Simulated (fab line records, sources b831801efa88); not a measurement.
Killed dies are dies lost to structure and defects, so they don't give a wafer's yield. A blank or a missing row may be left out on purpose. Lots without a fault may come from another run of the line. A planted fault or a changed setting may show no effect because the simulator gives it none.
Chamber matching | flow gf180mcu | GF_POLY_GATE_ETCH_12 on rie_diel-01: 4 sister chambers
The step etches BARC in N2/H2. 8 wafers are shown with their chamber, then 7 later ones without.

WAFERS WITH THEIR CHAMBER
wafer  | chamber | drypump_motor_current_A (A) | chamber_pressure_mTorr (mTorr)
L173.4 | 1       | 6.0                         | 29.982
L180.4 | 1       | 5.9                         | 29.943
L180.5 | 0       | 5.1                         | 30.022
L181.4 | 0       | 5.1                         | 30.033
L183.1 | 2       | 5.8                         | 30.022
L183.5 | 3       | 6.0                         | 29.959
L184.1 | 2       | 5.8                         | 29.978
L184.4 | 3       | 6.0                         | 30.004

WAFERS WITHOUT THEIR CHAMBER
wafer  | drypump_motor_current_A (A) | chamber_pressure_mTorr (mTorr)
L184.6 | 6.0                         | 29.991
L191.1 | 5.1                         | 30.052
L191.3 | 5.9                         | 30.036
L191.4 | 5.1                         | 29.966
L194.2 | 6.0                         | 30.011
L194.3 | 5.8                         | 30.018
L194.6 | 5.1                         | 29.982

WHICH CHAMBER EACH WENT THROUGH
wafer  | from the rows above          | in truth
L184.6 | can't be placed: 3 or 1      | 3
L191.1 | 0                            | 0
L191.3 | can't be placed: 1 or 2 or 3 | 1
L191.4 | 0                            | 0
L194.2 | can't be placed: 3 or 1      | 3
L194.3 | 2                            | 2
L194.6 | 0                            | 0
Placed correctly: 4 of 7. Can't be placed from these rows: 3 (the true chamber is among the candidates in 3). Placed wrongly: 0.
How it was worked out, from the rows above alone: a wafer's distance from a chamber is the root of the sum, over the readings, of the square of ((its reading less the chamber's mean) divided by the reading's scatter). The wafer belongs to the nearest chamber; if the next one is less than 2 further off, it can't be placed. A chamber's mean is the mean of its shown wafers. The scatter: the root of (the sum of the squares of (reading less its chamber's mean) over the shown wafers, divided by (wafers less chambers)).
